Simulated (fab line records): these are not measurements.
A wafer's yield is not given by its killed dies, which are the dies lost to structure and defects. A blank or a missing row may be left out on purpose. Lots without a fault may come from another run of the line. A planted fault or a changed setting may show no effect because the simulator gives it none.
fab line records / flow gf180mcu
record: lots: 13 wafers: 39 last_day: 34
route steps=602 shown STI@5 DNWELL@38 VT_IMPLANT@97 HV_LDD@195
lots with no fault: from the same line, run without faults
start_h: hours from the record's opening day to when the first of the lot's shown wafers began / wait_h: time in hours since the lot's previous step / " identical to the entry in the row above / L1.1+2: several wafers, shown together as one row / - either no value or no given start / * or withheld: withheld / < > ~ a bound
route shown NAME@n: names a module that has steps shown in the file, with the first one's number in the route / usual: mean/standard deviation taken from wafers without a fault / same: alike in all rows / chamber/n: place in a boat / sites: the reading at each site / _std_site: standard deviation of those values / _edge_site: inner sites' mean taken away from outer sites' mean / radius_mm: for every site, how far away it sits from the centre of the wafer / mask NAME#n: copy n / behind: the most recent tool/chamber to have shaped the wafer / hold: what put the lot on hold/how long, in hours/how the hold closed / device: whichever transistor did not switch (one of n, p or np) / end of line: tests run on the same wafers once the route is complete / a step given without rows: its recipe and nothing more / killed: the dies lost at the first sort to structure and to defects; this is not the yield of the wafer / map: per-die view of a wafer (x killed, . not killed, _ where there is no die)
set.NAME: the run value of the setting; set.NAME@STEP: its run value at that earlier step / model.NAME: the simulator's own value behind a step, which no gauge read
a sample of lots followed through the steps of the route, with each step as a table and each wafer as a row
== steps ==
step: GF_STI_THK_MEAS_04
recipe: reads: Si3N4_of_STI_CVD_03
usual: STI_CVD_03_THK: 216.5/1.5
lot.wafer=L117.1 tool=film_metro-03 chamber=- start_h=14.90 wait_h=0.0 STI_CVD_03_THK[nm]=216.5
lot.wafer=L117.4 tool=film_metro-03 chamber=- start_h=14.90 wait_h=0.0 STI_CVD_03_THK[nm]=218.0
lot.wafer=L117.6 tool=film_metro-03 chamber=- start_h=14.90 wait_h=0.0 STI_CVD_03_THK[nm]=218.2
lot.wafer=L118.1 tool=film_metro-01 chamber=- start_h=18.56 wait_h=0.0 STI_CVD_03_THK[nm]=214.9
lot.wafer=L118.2 tool=film_metro-01 chamber=- start_h=18.56 wait_h=0.0 STI_CVD_03_THK[nm]=218.2
lot.wafer=L118.5 tool=film_metro-01 chamber=- start_h=18.56 wait_h=0.0 STI_CVD_03_THK[nm]=216.9
lot.wafer=L119.1 tool=film_metro-01 chamber=- start_h=23.56 wait_h=0.0 STI_CVD_03_THK[nm]=215.6
lot.wafer=L119.3 tool=film_metro-01 chamber=- start_h=23.56 wait_h=0.0 STI_CVD_03_THK[nm]=215.6
lot.wafer=L119.6 tool=film_metro-01 chamber=- start_h=23.56 wait_h=0.0 STI_CVD_03_THK[nm]=215.2
lot.wafer=L120.1 tool=film_metro-03 chamber=- start_h=29.75 wait_h=0.0 STI_CVD_03_THK[nm]=216.5
lot.wafer=L120.5 tool=film_metro-03 chamber=- start_h=29.75 wait_h=0.0 STI_CVD_03_THK[nm]=218.0
lot.wafer=L120.6 tool=film_metro-03 chamber=- start_h=29.75 wait_h=0.0 STI_CVD_03_THK[nm]=217.3
lot.wafer=L121.3 tool=film_metro-01 chamber=- start_h=34.00 wait_h=0.0 STI_CVD_03_THK[nm]=219.1
lot.wafer=L121.4 tool=film_metro-01 chamber=- start_h=34.00 wait_h=0.0 STI_CVD_03_THK[nm]=218.2
lot.wafer=L121.6 tool=film_metro-01 chamber=- start_h=34.00 wait_h=0.0 STI_CVD_03_THK[nm]=219.6
lot.wafer=L122.1 tool=film_metro-01 chamber=- start_h=38.87 wait_h=0.0 STI_CVD_03_THK[nm]=218.5
lot.wafer=L122.4 tool=film_metro-01 chamber=- start_h=38.87 wait_h=0.0 STI_CVD_03_THK[nm]=218.0
lot.wafer=L122.6 tool=film_metro-01 chamber=- start_h=38.87 wait_h=0.0 STI_CVD_03_THK[nm]=218.2
lot.wafer=L123.1 tool=film_metro-03 chamber=- start_h=44.00 wait_h=0.0 STI_CVD_03_THK[nm]=218.8
lot.wafer=L123.2 tool=film_metro-03 chamber=- start_h=44.00 wait_h=0.0 STI_CVD_03_THK[nm]=218.3
lot.wafer=L123.6 tool=film_metro-03 chamber=- start_h=44.00 wait_h=0.0 STI_CVD_03_THK[nm]=216.0
lot.wafer=L124.3 tool=film_metro-03 chamber=- start_h=48.58 wait_h=0.0 STI_CVD_03_THK[nm]=215.1
lot.wafer=L124.4 tool=film_metro-03 chamber=- start_h=48.58 wait_h=0.0 STI_CVD_03_THK[nm]=215.8
lot.wafer=L124.5 tool=film_metro-03 chamber=- start_h=48.58 wait_h=0.0 STI_CVD_03_THK[nm]=215.9
lot.wafer=L129.1 tool=film_metro-02 chamber=- start_h=73.56 wait_h=0.0 STI_CVD_03_THK[nm]=216.7
lot.wafer=L129.4 tool=film_metro-02 chamber=- start_h=73.56 wait_h=0.0 STI_CVD_03_THK[nm]=215.2
lot.wafer=L129.6 tool=film_metro-02 chamber=- start_h=73.56 wait_h=0.0 STI_CVD_03_THK[nm]=215.1
lot.wafer=L131.3 tool=film_metro-02 chamber=- start_h=83.58 wait_h=0.0 STI_CVD_03_THK[nm]=216.9
lot.wafer=L131.4 tool=film_metro-02 chamber=- start_h=83.58 wait_h=0.0 STI_CVD_03_THK[nm]=217.6
lot.wafer=L131.5 tool=film_metro-02 chamber=- start_h=83.58 wait_h=0.0 STI_CVD_03_THK[nm]=218.1
lot.wafer=L132.3 tool=film_metro-03 chamber=- start_h=90.09 wait_h=0.0 STI_CVD_03_THK[nm]=215.9
lot.wafer=L132.4 tool=film_metro-03 chamber=- start_h=90.09 wait_h=0.0 STI_CVD_03_THK[nm]=216.2
lot.wafer=L132.6 tool=film_metro-03 chamber=- start_h=90.09 wait_h=0.0 STI_CVD_03_THK[nm]=216.7
lot.wafer=L137.1 tool=film_metro-03 chamber=- start_h=113.56 wait_h=0.0 STI_CVD_03_THK[nm]=217.5
lot.wafer=L137.2 tool=film_metro-03 chamber=- start_h=113.56 wait_h=0.0 STI_CVD_03_THK[nm]=215.9
lot.wafer=L137.6 tool=film_metro-03 chamber=- start_h=113.56 wait_h=0.0 STI_CVD_03_THK[nm]=216.5
lot.wafer=L140.4 tool=film_metro-03 chamber=- start_h=128.59 wait_h=0.0 STI_CVD_03_THK[nm]=216.5
lot.wafer=L140.5 tool=film_metro-03 chamber=- start_h=128.59 wait_h=0.0 STI_CVD_03_THK[nm]=215.8
lot.wafer=L140.6 tool=film_metro-03 chamber=- start_h=128.59 wait_h=0.0 STI_CVD_03_THK[nm]=216.0
step: GF_DNWELL_DEVELOP_06
recipe: wall_angle_deg: 90 develop_time_s: 60 dev_temp_c: 23
usual: developer_temp_C: 23.03/0.1 resist_line_temp_C: 23.03/0.097
same: develop_time_s: 60
lot.wafer=L117.1 tool=litho_track-04 chamber=0 start_h=43 wait_h=- developer_temp_C=22.84 resist_line_temp_C=22.97
lot.wafer=L117.4 tool=litho_track-04 chamber=0 start_h=43 wait_h=- developer_temp_C=22.99 resist_line_temp_C=23.19
lot.wafer=L117.6 tool=litho_track-04 chamber=0 start_h=43 wait_h=- developer_temp_C=23.06 resist_line_temp_C=23.07
lot.wafer=L118.1 tool=litho_track-04 chamber=0 start_h=47 wait_h=- developer_temp_C=22.96 resist_line_temp_C=23.03
lot.wafer=L118.2 tool=litho_track-04 chamber=0 start_h=47 wait_h=- developer_temp_C=23.07 resist_line_temp_C=23.05
lot.wafer=L118.5 tool=litho_track-04 chamber=0 start_h=47 wait_h=- developer_temp_C=22.86 resist_line_temp_C=22.97
lot.wafer=L119.1 tool=litho_track-03 chamber=0 start_h=51 wait_h=- developer_temp_C=23.12 resist_line_temp_C=23.15
lot.wafer=L119.3 tool=litho_track-03 chamber=0 start_h=51 wait_h=- developer_temp_C=22.97 resist_line_temp_C=23.18
lot.wafer=L119.6 tool=litho_track-03 chamber=0 start_h=52 wait_h=- developer_temp_C=23.00 resist_line_temp_C=23.18
lot.wafer=L120.1 tool=litho_track-04 chamber=0 start_h=58 wait_h=- developer_temp_C=22.91 resist_line_temp_C=23.05
lot.wafer=L120.5 tool=litho_track-04 chamber=0 start_h=58 wait_h=- developer_temp_C=23.07 resist_line_temp_C=23.12
lot.wafer=L120.6 tool=litho_track-04 chamber=0 start_h=58 wait_h=- developer_temp_C=23.11 resist_line_temp_C=23.24
lot.wafer=L121.3 tool=litho_track-01 chamber=0 start_h=62 wait_h=- developer_temp_C=23.01 resist_line_temp_C=22.95
lot.wafer=L121.4 tool=litho_track-01 chamber=0 start_h=62 wait_h=- developer_temp_C=23.07 resist_line_temp_C=23.05
lot.wafer=L121.6 tool=litho_track-01 chamber=0 start_h=62 wait_h=- developer_temp_C=22.96 resist_line_temp_C=22.97
lot.wafer=L122.1 tool=litho_track-04 chamber=0 start_h=69 wait_h=- developer_temp_C=23.16 resist_line_temp_C=22.98
lot.wafer=L122.4 tool=litho_track-04 chamber=0 start_h=69 wait_h=- developer_temp_C=23.14 resist_line_temp_C=23.08
lot.wafer=L122.6 tool=litho_track-04 chamber=0 start_h=69 wait_h=- developer_temp_C=23.12 resist_line_temp_C=23.15
lot.wafer=L123.1 tool=litho_track-04 chamber=0 start_h=73 wait_h=- developer_temp_C=23.11 resist_line_temp_C=23.01
lot.wafer=L123.2 tool=litho_track-04 chamber=0 start_h=73 wait_h=- developer_temp_C=22.96 resist_line_temp_C=23.12
lot.wafer=L123.6 tool=litho_track-04 chamber=0 start_h=73 wait_h=- developer_temp_C=22.90 resist_line_temp_C=23.02
lot.wafer=L124.3 tool=litho_track-03 chamber=0 start_h=78 wait_h=- developer_temp_C=22.98 resist_line_temp_C=23.03
lot.wafer=L124.4 tool=litho_track-03 chamber=0 start_h=78 wait_h=- developer_temp_C=22.82 resist_line_temp_C=23.02
lot.wafer=L124.5 tool=litho_track-03 chamber=0 start_h=78 wait_h=- developer_temp_C=23.02 resist_line_temp_C=22.84
lot.wafer=L129.1 tool=litho_track-03 chamber=0 start_h=105 wait_h=- developer_temp_C=22.23 resist_line_temp_C=22.98
lot.wafer=L129.4 tool=litho_track-03 chamber=0 start_h=105 wait_h=- developer_temp_C=22.19 resist_line_temp_C=23.03
lot.wafer=L129.6 tool=litho_track-03 chamber=0 start_h=105 wait_h=- developer_temp_C=22.34 resist_line_temp_C=22.94
lot.wafer=L131.3 tool=litho_track-03 chamber=0 start_h=114 wait_h=- developer_temp_C=22.16 resist_line_temp_C=23.00
lot.wafer=L131.4 tool=litho_track-03 chamber=0 start_h=114 wait_h=- developer_temp_C=22.20 resist_line_temp_C=22.95
lot.wafer=L131.5 tool=litho_track-03 chamber=0 start_h=114 wait_h=- developer_temp_C=22.23 resist_line_temp_C=23.05
lot.wafer=L132.3 tool=litho_track-03 chamber=0 start_h=123 wait_h=- developer_temp_C=21.90 resist_line_temp_C=23.13
lot.wafer=L132.4 tool=litho_track-03 chamber=0 start_h=123 wait_h=- developer_temp_C=22.10 resist_line_temp_C=23.02
lot.wafer=L132.6 tool=litho_track-03 chamber=0 start_h=123 wait_h=- developer_temp_C=21.92 resist_line_temp_C=23.04
lot.wafer=L137.1 tool=litho_track-04 chamber=0 start_h=147 wait_h=- developer_temp_C=22.87 resist_line_temp_C=23.00
lot.wafer=L137.2 tool=litho_track-04 chamber=0 start_h=147 wait_h=- developer_temp_C=23.04 resist_line_temp_C=22.99
lot.wafer=L137.6 tool=litho_track-04 chamber=0 start_h=147 wait_h=- developer_temp_C=22.98 resist_line_temp_C=23.05
lot.wafer=L140.4 tool=litho_track-01 chamber=0 start_h=165 wait_h=- developer_temp_C=23.14 resist_line_temp_C=23.14
lot.wafer=L140.5 tool=litho_track-01 chamber=0 start_h=165 wait_h=- developer_temp_C=22.78 resist_line_temp_C=23.22
lot.wafer=L140.6 tool=litho_track-01 chamber=0 start_h=165 wait_h=- developer_temp_C=23.07 resist_line_temp_C=23.10
step: GF_VT_IMPLANT_OVL_MEAS_07
usual: VT_IMPLANT_OVL: -0.1/1.3
lot.wafer=L117.1 tool=overlay-02 chamber=- start_h=111.33 wait_h=0.1 VT_IMPLANT_OVL[nm]=-2.0
lot.wafer=L117.4 tool=overlay-02 chamber=- start_h=111.33 wait_h=0.1 VT_IMPLANT_OVL[nm]=-1.1
lot.wafer=L117.6 tool=overlay-02 chamber=- start_h=111.33 wait_h=0.1 VT_IMPLANT_OVL[nm]=-1.8
lot.wafer=L118.1 tool=overlay-02 chamber=- start_h=114.51 wait_h=0.1 VT_IMPLANT_OVL[nm]=-1.1
lot.wafer=L118.2 tool=overlay-02 chamber=- start_h=114.51 wait_h=0.1 VT_IMPLANT_OVL[nm]=-0.5
lot.wafer=L118.5 tool=overlay-02 chamber=- start_h=114.51 wait_h=0.1 VT_IMPLANT_OVL[nm]=-3.1
lot.wafer=L119.1 tool=overlay-01 chamber=- start_h=120.76 wait_h=0.1 VT_IMPLANT_OVL[nm]=1.6
lot.wafer=L119.3 tool=overlay-01 chamber=- start_h=120.76 wait_h=0.1 VT_IMPLANT_OVL[nm]=0.8
lot.wafer=L119.6 tool=overlay-01 chamber=- start_h=120.76 wait_h=0.1 VT_IMPLANT_OVL[nm]=2.6
lot.wafer=L120.1 tool=overlay-01 chamber=- start_h=128.58 wait_h=0.1 VT_IMPLANT_OVL[nm]=-1.7
lot.wafer=L120.5 tool=overlay-01 chamber=- start_h=128.58 wait_h=0.1 VT_IMPLANT_OVL[nm]=-0.6
lot.wafer=L120.6 tool=overlay-01 chamber=- start_h=128.58 wait_h=0.1 VT_IMPLANT_OVL[nm]=-0.8
lot.wafer=L121.3 tool=overlay-02 chamber=- start_h=133.29 wait_h=0.1 VT_IMPLANT_OVL[nm]=1.6
lot.wafer=L121.4 tool=overlay-02 chamber=- start_h=133.29 wait_h=0.1 VT_IMPLANT_OVL[nm]=0.7
lot.wafer=L121.6 tool=overlay-02 chamber=- start_h=133.29 wait_h=0.1 VT_IMPLANT_OVL[nm]=0.3
lot.wafer=L122.1 tool=overlay-02 chamber=- start_h=141.88 wait_h=0.1 VT_IMPLANT_OVL[nm]=0.0
lot.wafer=L122.4 tool=overlay-02 chamber=- start_h=141.88 wait_h=0.1 VT_IMPLANT_OVL[nm]=-0.1
lot.wafer=L122.6 tool=overlay-02 chamber=- start_h=141.88 wait_h=0.1 VT_IMPLANT_OVL[nm]=0.0
lot.wafer=L123.1 tool=overlay-02 chamber=- start_h=147.16 wait_h=0.1 VT_IMPLANT_OVL[nm]=-2.7
lot.wafer=L123.2 tool=overlay-02 chamber=- start_h=147.16 wait_h=0.1 VT_IMPLANT_OVL[nm]=-2.3
lot.wafer=L123.6 tool=overlay-02 chamber=- start_h=147.16 wait_h=0.1 VT_IMPLANT_OVL[nm]=-1.4
lot.wafer=L124.3 tool=overlay-01 chamber=- start_h=151.79 wait_h=0.1 VT_IMPLANT_OVL[nm]=0.1
lot.wafer=L124.4 tool=overlay-01 chamber=- start_h=151.79 wait_h=0.1 VT_IMPLANT_OVL[nm]=-0.7
lot.wafer=L124.5 tool=overlay-01 chamber=- start_h=151.79 wait_h=0.1 VT_IMPLANT_OVL[nm]=-0.8
lot.wafer=L129.1 tool=overlay-02 chamber=- start_h=184.88 wait_h=0.1 VT_IMPLANT_OVL[nm]=-0.3
lot.wafer=L129.4 tool=overlay-02 chamber=- start_h=184.88 wait_h=0.1 VT_IMPLANT_OVL[nm]=1.5
lot.wafer=L129.6 tool=overlay-02 chamber=- start_h=184.88 wait_h=0.1 VT_IMPLANT_OVL[nm]=1.2
lot.wafer=L131.3 tool=overlay-01 chamber=- start_h=196.77 wait_h=0.1 VT_IMPLANT_OVL[nm]=2.5
lot.wafer=L131.4 tool=overlay-01 chamber=- start_h=196.77 wait_h=0.1 VT_IMPLANT_OVL[nm]=1.9
lot.wafer=L131.5 tool=overlay-01 chamber=- start_h=196.77 wait_h=0.1 VT_IMPLANT_OVL[nm]=1.4
lot.wafer=L132.3 tool=overlay-01 chamber=- start_h=205.92 wait_h=0.1 VT_IMPLANT_OVL[nm]=0.0
lot.wafer=L132.4 tool=overlay-01 chamber=- start_h=205.92 wait_h=0.1 VT_IMPLANT_OVL[nm]=0.3
lot.wafer=L132.6 tool=overlay-01 chamber=- start_h=205.92 wait_h=0.1 VT_IMPLANT_OVL[nm]=1.6
lot.wafer=L137.1 tool=overlay-01 chamber=- start_h=232.56 wait_h=0.1 VT_IMPLANT_OVL[nm]=1.5
lot.wafer=L137.2 tool=overlay-01 chamber=- start_h=232.56 wait_h=0.1 VT_IMPLANT_OVL[nm]=0.0
lot.wafer=L137.6 tool=overlay-01 chamber=- start_h=232.56 wait_h=0.1 VT_IMPLANT_OVL[nm]=0.7
lot.wafer=L140.4 tool=overlay-01 chamber=- start_h=254.43 wait_h=0.1 VT_IMPLANT_OVL[nm]=1.3
lot.wafer=L140.5 tool=overlay-01 chamber=- start_h=254.43 wait_h=0.1 VT_IMPLANT_OVL[nm]=1.3
lot.wafer=L140.6 tool=overlay-01 chamber=- start_h=254.43 wait_h=0.1 VT_IMPLANT_OVL[nm]=2.3
step: GF_HV_LDD_CD_MEAS_19
recipe: target_cd_nm: 400
usual: cd_nm: 400.3/2.9
lot.wafer=L117.1 tool=cd_sem-02 chamber=- start_h=236.48 wait_h=0.1 cd_nm=401.4
lot.wafer=L117.4 tool=cd_sem-02 chamber=- start_h=236.48 wait_h=0.1 cd_nm=401.8
lot.wafer=L117.6 tool=cd_sem-02 chamber=- start_h=236.48 wait_h=0.1 cd_nm=400.7
lot.wafer=L118.1 tool=cd_sem-02 chamber=- start_h=241.51 wait_h=0.1 cd_nm=402.4
lot.wafer=L118.2 tool=cd_sem-02 chamber=- start_h=241.51 wait_h=0.1 cd_nm=401.3
lot.wafer=L118.5 tool=cd_sem-02 chamber=- start_h=241.51 wait_h=0.1 cd_nm=399.2
lot.wafer=L119.1 tool=cd_sem-02 chamber=- start_h=246.93 wait_h=0.1 cd_nm=393.5
lot.wafer=L119.3 tool=cd_sem-02 chamber=- start_h=246.93 wait_h=0.1 cd_nm=394.1
lot.wafer=L119.6 tool=cd_sem-02 chamber=- start_h=246.93 wait_h=0.1 cd_nm=395.8
lot.wafer=L120.1 tool=cd_sem-01 chamber=- start_h=257.16 wait_h=0.1 cd_nm=398.8
lot.wafer=L120.5 tool=cd_sem-01 chamber=- start_h=257.16 wait_h=0.1 cd_nm=398.6
lot.wafer=L120.6 tool=cd_sem-01 chamber=- start_h=257.16 wait_h=0.1 cd_nm=399.7
lot.wafer=L121.3 tool=cd_sem-01 chamber=- start_h=261.00 wait_h=0.1 cd_nm=397.1
lot.wafer=L121.4 tool=cd_sem-01 chamber=- start_h=261.00 wait_h=0.1 cd_nm=396.6
lot.wafer=L121.6 tool=cd_sem-01 chamber=- start_h=261.00 wait_h=0.1 cd_nm=395.3
lot.wafer=L122.1 tool=cd_sem-02 chamber=- start_h=272.31 wait_h=0.1 cd_nm=398.2
lot.wafer=L122.4 tool=cd_sem-02 chamber=- start_h=272.31 wait_h=0.1 cd_nm=400.9
lot.wafer=L122.6 tool=cd_sem-02 chamber=- start_h=272.31 wait_h=0.1 cd_nm=402.7
lot.wafer=L123.1 tool=cd_sem-01 chamber=- start_h=278.47 wait_h=0.1 cd_nm=399.1
lot.wafer=L123.2 tool=cd_sem-01 chamber=- start_h=278.47 wait_h=0.1 cd_nm=397.4
lot.wafer=L123.6 tool=cd_sem-01 chamber=- start_h=278.47 wait_h=0.1 cd_nm=398.9
lot.wafer=L124.3 tool=cd_sem-01 chamber=- start_h=284.20 wait_h=0.1 cd_nm=399.8
lot.wafer=L124.4 tool=cd_sem-01 chamber=- start_h=284.20 wait_h=0.1 cd_nm=401.2
lot.wafer=L124.5 tool=cd_sem-01 chamber=- start_h=284.20 wait_h=0.1 cd_nm=402.0
lot.wafer=L129.1 tool=cd_sem-01 chamber=- start_h=325.68 wait_h=0.1 cd_nm=406.0
lot.wafer=L129.4 tool=cd_sem-01 chamber=- start_h=325.68 wait_h=0.1 cd_nm=404.5
lot.wafer=L129.6 tool=cd_sem-01 chamber=- start_h=325.68 wait_h=0.1 cd_nm=406.5
lot.wafer=L131.3 tool=cd_sem-02 chamber=- start_h=338.96 wait_h=0.1 cd_nm=399.3
lot.wafer=L131.4 tool=cd_sem-02 chamber=- start_h=338.96 wait_h=0.1 cd_nm=401.6
lot.wafer=L131.5 tool=cd_sem-02 chamber=- start_h=338.96 wait_h=0.1 cd_nm=399.6
lot.wafer=L132.3 tool=cd_sem-02 chamber=- start_h=351.21 wait_h=0.1 cd_nm=401.7
lot.wafer=L132.4 tool=cd_sem-02 chamber=- start_h=351.21 wait_h=0.1 cd_nm=399.9
lot.wafer=L132.6 tool=cd_sem-02 chamber=- start_h=351.21 wait_h=0.1 cd_nm=401.3
lot.wafer=L137.1 tool=cd_sem-02 chamber=- start_h=384.21 wait_h=0.1 cd_nm=402.4
lot.wafer=L137.2 tool=cd_sem-02 chamber=- start_h=384.21 wait_h=0.1 cd_nm=401.2
lot.wafer=L137.6 tool=cd_sem-02 chamber=- start_h=384.21 wait_h=0.1 cd_nm=401.0
lot.wafer=L140.4 tool=cd_sem-02 chamber=- start_h=411.94 wait_h=0.2 cd_nm=402.1
lot.wafer=L140.5 tool=cd_sem-02 chamber=- start_h=411.94 wait_h=0.2 cd_nm=404.8
lot.wafer=L140.6 tool=cd_sem-02 chamber=- start_h=411.94 wait_h=0.2 cd_nm=402.7
== key ==
first_sign: step: GF_DNWELL_DEVELOP_06 reading: developer_temp_C direction: down sigmas: 8.8 usual: * struck: *
effect none on later readings
met_at GF_DNWELL_DEVELOP_06
struck_lots L129,L131,L132
tester_left_out L129,L131,L132
not_acting_at GF_STI_THK_MEAS_04,GF_VT_IMPLANT_OVL_MEAS_07,GF_HV_LDD_CD_MEAS_19
onset_between 78 105
fault: kind: process_parameter_drift tool: litho_track-03 chamber: - onset_h: 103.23 steps: GF_DNWELL_DEVELOP_06 channel: dev_temp_c offset: * shape: step end_h: 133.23 acts_in: * stated: *
tester_left_out: of these lots the tester's yield and bins aren't shown, on N5 and GAA mostly nor the transistor test; their killed dies are dies lost to structure and defects alone, not to doping, threshold or leakage, so they don't give the yield
